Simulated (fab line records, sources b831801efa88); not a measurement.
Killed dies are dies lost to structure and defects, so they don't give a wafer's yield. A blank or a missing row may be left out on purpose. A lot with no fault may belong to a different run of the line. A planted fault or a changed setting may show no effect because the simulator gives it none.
Commonality check across tools || flow sky130 || Sampled: 13 lots, 48 wafers

WHY THIS WAS OPENED
SKY_VT_ADJUST_HVTR_OVL_MEAS_08, reading VT_ADJUST_HVTR_OVL: flagged on 3 of 13 lots. Fault-free wafers read 1.2 nm, with a standard deviation of 1.4.
Rule: flag the lot when none of its wafers has a number, or when each of its wafers that has one lies beyond 4 standard deviations from that mean. The other lots count as sound.

{"lot": "L126", "measured": "day 9 21:45", "on": "overlay-02", "VT_ADJUST_HVTR_OVL (nm), wafer by wafer": "0.5 -0.2 1.0", "flag": ""}
{"lot": "L127", "measured": "day 10 02:23", "on": "overlay-02", "VT_ADJUST_HVTR_OVL (nm), wafer by wafer": "-1.2 0.0 0.5", "flag": ""}
{"lot": "L129", "measured": "day 10 19:30", "on": "overlay-02", "VT_ADJUST_HVTR_OVL (nm), wafer by wafer": "3.3 1.5 3.6", "flag": ""}
{"lot": "L130", "measured": "day 11 02:20", "on": "overlay-02", "VT_ADJUST_HVTR_OVL (nm), wafer by wafer": "2.6 1.2 1.2", "flag": ""}
{"lot": "L133", "measured": "day 11 23:02", "on": "overlay-02", "VT_ADJUST_HVTR_OVL (nm), wafer by wafer": "-2.3 0.8 0.4", "flag": ""}
{"lot": "L136", "measured": "day 12 20:21", "on": "overlay-02", "VT_ADJUST_HVTR_OVL (nm), wafer by wafer": "1.6 1.2 0.9", "flag": ""}
{"lot": "L137", "measured": "day 13 09:50", "on": "overlay-01", "VT_ADJUST_HVTR_OVL (nm), wafer by wafer": "-104.8 -102.3 -104.0 -105.4 -103.5 -104.2", "flag": "FLAGGED"}
{"lot": "L139", "measured": "day 13 17:43", "on": "overlay-02", "VT_ADJUST_HVTR_OVL (nm), wafer by wafer": "-103.3 -100.8 -101.4 -104.1 -101.9 -103.0", "flag": "FLAGGED"}
{"lot": "L140", "measured": "day 14 06:45", "on": "overlay-02", "VT_ADJUST_HVTR_OVL (nm), wafer by wafer": "-106.6 -104.5 -105.0 -107.4 -105.3 -106.0", "flag": "FLAGGED"}
{"lot": "L141", "measured": "day 14 13:14", "on": "overlay-02", "VT_ADJUST_HVTR_OVL (nm), wafer by wafer": "1.3 0.9 1.2", "flag": ""}
{"lot": "L142", "measured": "day 14 21:38", "on": "overlay-01", "VT_ADJUST_HVTR_OVL (nm), wafer by wafer": "1.6 4.4 -0.2", "flag": ""}
{"lot": "L143", "measured": "day 15 06:41", "on": "overlay-02", "VT_ADJUST_HVTR_OVL (nm), wafer by wafer": "3.4 2.7 2.2", "flag": ""}
{"lot": "L147", "measured": "day 16 09:03", "on": "overlay-02", "VT_ADJUST_HVTR_OVL (nm), wafer by wafer": "0.7 0.0 0.1", "flag": ""}
On average the flagged lots' numbers are -104.1 nm, which is -105.3 nm against the usual, or -75 standard deviations.

LOT BY LOT: THE TOOL USED
2 process steps preceding the reading are held in the record, out of 708 steps in the route. In each cell: the tool, then ch and the chambers that the sampled wafers went through, then the start.
{"lot": "L126", "flag": "", "SKY_VT_ADJUST_NCORE_STRIP_10": "plasmaAsher-01 ch 0,1, day 8 22:55", "SKY_VT_ADJUST_HVTR_EXPOSE_04": "ilineStepper-01 ch 0, day 9 10:38"}
{"lot": "L127", "flag": "", "SKY_VT_ADJUST_NCORE_STRIP_10": "plasmaAsher-01 ch 0,1, day 9 03:27", "SKY_VT_ADJUST_HVTR_EXPOSE_04": "ilineStepper-01 ch 0, day 9 15:16"}
{"lot": "L129", "flag": "", "SKY_VT_ADJUST_NCORE_STRIP_10": "plasmaAsher-02 ch 0,1, day 9 19:40", "SKY_VT_ADJUST_HVTR_EXPOSE_04": "ilineStepper-01 ch 0, day 10 06:59"}
{"lot": "L130", "flag": "", "SKY_VT_ADJUST_NCORE_STRIP_10": "plasmaAsher-03 ch 0,1, day 10 02:29", "SKY_VT_ADJUST_HVTR_EXPOSE_04": "ilineStepper-01 ch 0, day 10 14:26"}
{"lot": "L133", "flag": "", "SKY_VT_ADJUST_NCORE_STRIP_10": "plasmaAsher-03 ch 0,1, day 10 21:49", "SKY_VT_ADJUST_HVTR_EXPOSE_04": "ilineStepper-02 ch 0, day 11 10:06"}
{"lot": "L136", "flag": "", "SKY_VT_ADJUST_NCORE_STRIP_10": "plasmaAsher-01 ch 0,1, day 11 18:49", "SKY_VT_ADJUST_HVTR_EXPOSE_04": "ilineStepper-01 ch 0, day 12 07:04"}
{"lot": "L137", "flag": "FLAGGED", "SKY_VT_ADJUST_NCORE_STRIP_10": "plasmaAsher-01 ch 0,1, day 12 07:13", "SKY_VT_ADJUST_HVTR_EXPOSE_04": "ilineStepper-02 ch 0, day 12 20:46"}
{"lot": "L139", "flag": "FLAGGED", "SKY_VT_ADJUST_NCORE_STRIP_10": "plasmaAsher-03 ch 0,1, day 12 15:04", "SKY_VT_ADJUST_HVTR_EXPOSE_04": "ilineStepper-02 ch 0, day 13 04:45"}
{"lot": "L140", "flag": "FLAGGED", "SKY_VT_ADJUST_NCORE_STRIP_10": "plasmaAsher-02 ch 0,1, day 13 03:20", "SKY_VT_ADJUST_HVTR_EXPOSE_04": "ilineStepper-02 ch 0, day 13 16:41"}
{"lot": "L141", "flag": "", "SKY_VT_ADJUST_NCORE_STRIP_10": "plasmaAsher-02 ch 0,1, day 13 08:40", "SKY_VT_ADJUST_HVTR_EXPOSE_04": "ilineStepper-01 ch 0, day 13 22:56"}
{"lot": "L142", "flag": "", "SKY_VT_ADJUST_NCORE_STRIP_10": "plasmaAsher-03 ch 0,1, day 13 17:43", "SKY_VT_ADJUST_HVTR_EXPOSE_04": "ilineStepper-01 ch 0, day 14 08:13"}
{"lot": "L143", "flag": "", "SKY_VT_ADJUST_NCORE_STRIP_10": "plasmaAsher-03 ch 0,1, day 14 03:16", "SKY_VT_ADJUST_HVTR_EXPOSE_04": "ilineStepper-01 ch 0, day 14 17:28"}
{"lot": "L147", "flag": "", "SKY_VT_ADJUST_NCORE_STRIP_10": "plasmaAsher-01 ch 0,1, day 15 05:56", "SKY_VT_ADJUST_HVTR_EXPOSE_04": "ilineStepper-01 ch 0, day 15 19:50"}
These steps, and what they do:
- SKY_VT_ADJUST_NCORE_STRIP_10: strips in O2/N2.
- SKY_VT_ADJUST_HVTR_EXPOSE_04: exposes mask HVTRM, target cd 380 nm.
- SKY_VT_ADJUST_HVTR_OVL_MEAS_08

FLAGGED OVER TOTAL, TOOL BY TOOL (the gauges that took the reading come last)
{"step": "SKY_VT_ADJUST_NCORE_STRIP_10", "tool": "plasmaAsher-01", "lots run": 5, "flagged": 1, "share of the flagged lots": "some", "sound lots run after its first flagged lot": "1 (L147)"}
{"step": "SKY_VT_ADJUST_NCORE_STRIP_10", "tool": "plasmaAsher-02", "lots run": 3, "flagged": 1, "share of the flagged lots": "some", "sound lots run after its first flagged lot": "1 (L141)"}
{"step": "SKY_VT_ADJUST_NCORE_STRIP_10", "tool": "plasmaAsher-03", "lots run": 5, "flagged": 1, "share of the flagged lots": "some", "sound lots run after its first flagged lot": "2 (L142,L143)"}
{"step": "SKY_VT_ADJUST_HVTR_EXPOSE_04", "tool": "ilineStepper-01", "lots run": 9, "flagged": 0, "share of the flagged lots": "none", "sound lots run after its first flagged lot": "-"}
{"step": "SKY_VT_ADJUST_HVTR_EXPOSE_04", "tool": "ilineStepper-02", "lots run": 4, "flagged": 3, "share of the flagged lots": "all", "sound lots run after its first flagged lot": 0}
{"step": "SKY_VT_ADJUST_HVTR_OVL_MEAS_08", "tool": "overlay-01", "lots run": 2, "flagged": 1, "share of the flagged lots": "some", "sound lots run after its first flagged lot": "1 (L142)"}
{"step": "SKY_VT_ADJUST_HVTR_OVL_MEAS_08", "tool": "overlay-02", "lots run": 11, "flagged": 2, "share of the flagged lots": "some", "sound lots run after its first flagged lot": "3 (L141,L143,L147)"}

WHAT IS ALLOWED BY THE TABLE
Rows of the table that ran each flagged lot: 1, that is ilineStepper-02 at SKY_VT_ADJUST_HVTR_EXPOSE_04.
- ilineStepper-02 at SKY_VT_ADJUST_HVTR_EXPOSE_04 ran 4 lots, 3 of them flagged. It ran its last sound lot, L133, at day 11 10:06 and its first flagged lot, L137, at day 12 20:46: a fault with its onset between the two fits.
Left over: one tool, ilineStepper-02 at SKY_VT_ADJUST_HVTR_EXPOSE_04.

WHAT THE SIMULATOR HAD INSERTED
Scanner matching overlay: ilineStepper-02, from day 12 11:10 on, at SKY_VT_ADJUST_HVTR_EXPOSE_04. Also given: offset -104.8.
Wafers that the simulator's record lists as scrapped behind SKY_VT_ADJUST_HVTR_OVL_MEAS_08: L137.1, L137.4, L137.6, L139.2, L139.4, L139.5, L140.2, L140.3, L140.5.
Shown lots that were struck: L137, L139, L140. The same result came from the rule above.
